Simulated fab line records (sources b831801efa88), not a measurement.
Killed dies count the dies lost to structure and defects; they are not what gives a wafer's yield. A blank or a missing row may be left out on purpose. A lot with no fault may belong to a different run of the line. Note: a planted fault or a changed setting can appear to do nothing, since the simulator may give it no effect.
Which tool did it?    flow sfq line    45 wafers sampled from 15 lots at 1 step of a route of 325

== WHAT EACH GAUGE READ, for each wafer ==
SFQ_M4_RS_MEAS_924: a four-point-probe measurement.
lot   measured      on             M4_NB_RS (ohm/sq)
L172  day 52 01:17  film metro-04  0.894 0.881 0.876
L173  day 52 07:45  film metro-02  0.887 0.898 0.887
L174  day 52 17:20  film metro-01  0.889 0.896 0.905
L175  day 53 02:28  film metro-02  0.876 0.870 0.873
L176  day 53 09:38  film metro-02  0.889 0.886 0.889
L177  day 54 17:17  film metro-04  0.892 0.893 0.891
L179  day 55 07:22  film metro-04  0.886 0.906 0.886
L180  day 56 00:12  film metro-04  0.884 0.884 0.894
L182  day 56 19:24  film metro-04  0.908 0.886 0.900
L185  day 57 10:58  film metro-02  0.894 0.881 0.885
L186  day 57 18:11  film metro-04  0.898 0.894 0.894
L190  day 58 14:36  film metro-04  0.876 0.896 0.893
L191  day 58 19:24  film metro-04  0.901 0.896 0.899
L192  day 58 20:42  film metro-04  0.901 0.893 0.893
L193  day 58 21:53  film metro-02  0.884 0.870 0.882

== TOOL THAT RAN EACH LOT (tool first, then ch and the chambers of the sampled wafers, then the start) ==
The record shows no process step preceding these readings.

== WHAT THE TOOLS THEMSELVES READ (means of the sampled wafers that have a number; where no wafer has one, the mark that the record gives instead) ==
The record holds no such reading with a usual standard deviation.

== THE ANSWER, worked out from the rows above alone ==
Rule: the usual values come from the lots themselves. The widest of any qualifying gaps counts: lots, ordered by their means at a reading, are off when they make up no more than a third of the lots, leave a main group of 4 or more, and stand apart from it by 3 or more times the standard deviation of that group's means. The tables above print the reading to a certain number of digits; a main group whose means all agree to those digits is not used. A lot without any number at a reading at which 4 lots or more have one is off too. Any other lot the step has rows for is counted as sound. Order of review: gauges by route order, followed by the tools' own readings, for which a lot's mean as printed above is used. At the first step where some lot is off, the reading lying furthest off is the one used; lots without a number count as furthest.
Nothing can be told from this: no lot is off at any reading shown.

== WHAT THE SIMULATOR HAD PUT IN ==
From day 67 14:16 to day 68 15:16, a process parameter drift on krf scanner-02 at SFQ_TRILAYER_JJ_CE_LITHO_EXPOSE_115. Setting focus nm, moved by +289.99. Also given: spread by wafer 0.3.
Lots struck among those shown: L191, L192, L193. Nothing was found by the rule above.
